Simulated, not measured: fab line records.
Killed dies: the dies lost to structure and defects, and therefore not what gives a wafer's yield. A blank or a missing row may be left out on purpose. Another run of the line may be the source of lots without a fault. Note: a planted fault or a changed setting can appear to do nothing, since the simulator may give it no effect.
Struck lot and sound lot, side by side | flow gf180mcu | 14 steps out of a route of 602
Sound: these wafers, L245.1, L245.2, L245.4. Wafers L241.1, L241.2, L241.6 were the ones struck. The cause comes at the end.
Per side, at each step with rows, come the tool, then ch with its chambers, and then its first start. Under that, the readings that differ: sound wafers | struck wafers | difference of the means | sigmas: that difference in standard deviations of wafers without a fault.
alike: a reading whose means differ by less than 2 such deviations, as well as words and numbers matching on both sides. not compared: withheld readings; readings where some wafer has no value; bounds like >300 that might hide an equal value; numbers whose values overlap and for which the record gives no deviation.
Wherever a step has rows on one side only, a row that says differs or no value, or a row with sigmas, the two part there. Numbers that don't overlap but have no deviation are shown without sigmas and don't part them. Lack of a reading on every wafer of one side parts them only where that side has two or more wafers.

GF_TOP_METAL_METAL_ETCH_16: etches the open film in Cl2/BCl3, stops on SiO2, target depth 1077.5 nm, time 179.6 s.
  sound on rie_metal-03 ch 1, day 33 03:09; struck on rie_metal-04 ch 0,1, day 32 12:52
  alike: drypump_motor_current_A, he_backside_leak_sccm, oes_product_au, throttle_valve_pct
  not compared: rf_hours_counter_h
GF_TOP_METAL_STRIP_17: strips in O2/N2.
  sound on plasma_asher-01 ch 0,1, day 33 03:30; struck on plasma_asher-03 ch 0,1, day 32 13:02
  alike: drypump_motor_current_A, heater_power_w, oes_product_au, strip_time_to_endpoint_s
  not compared: rf_hours_counter_h
then, 2 steps without rows for these wafers: GF_TOP_METAL_STRIP_18 (strips in post etch residue remover, time 1200 s); GF_TOP_METAL_CLEAN_19 (cleans in DIW).
GF_PASSIVATION_CVD_00: deposits SiO2 from TEOS, target thk 1000 nm, time 111.95 s.
  sound on pecvd-03 ch 0,1,2, day 33 04:02; struck on pecvd-03 ch 1,2, day 32 13:35
  alike: heater_power_w, susceptor_temp_C
GF_PASSIVATION_THK_MEAS_01:
  sound on film_metro-04 at day 33 04:07; struck on film_metro-02 at day 32 13:39
  alike: PASSIVATION_CVD_00_THK
GF_PASSIVATION_CVD_02: deposits Si3N4, target thk 700 nm, time 486.18 s.
  sound on pecvd-01 ch 0,1, day 33 04:10; struck on pecvd-02 ch 0,1,2, day 32 13:43
  alike: heater_power_w, susceptor_temp_C
GF_PASSIVATION_THK_MEAS_03:
  sound on film_metro-04 at day 33 04:28; struck on film_metro-01 at day 32 14:00
  alike: PASSIVATION_CVD_02_THK
then, 4 steps without rows for these wafers: GF_PASSIVATION_DEHYDRATE_04 (time 60 s); GF_PASSIVATION_HMDS_05 (prime time 60 s); GF_PASSIVATION_COAT_06 (resist thk 4000 nm); GF_PASSIVATION_SOFTBAKE_07.
GF_PASSIVATION_EXPOSE_08: exposes mask Pad, target cd 40000 nm.
  struck on iline_stepper-02, day 32 22:29; sound on iline_stepper-01 ch 0, day 33 12:22
  no value came back on the struck wafers for exposure_dose_mJ_cm2, focus_offset_nm (nm); on the sound wafers exposure_dose_mJ_cm2 reads 309.7 309.9 310.6
  alike: mask
after that, 1 step had no rows for these wafers: GF_PASSIVATION_PEB_09.

WHERE THEY PART
Within this record, at GF_PASSIVATION_EXPOSE_08 only.

WHY: whatever the simulator had introduced
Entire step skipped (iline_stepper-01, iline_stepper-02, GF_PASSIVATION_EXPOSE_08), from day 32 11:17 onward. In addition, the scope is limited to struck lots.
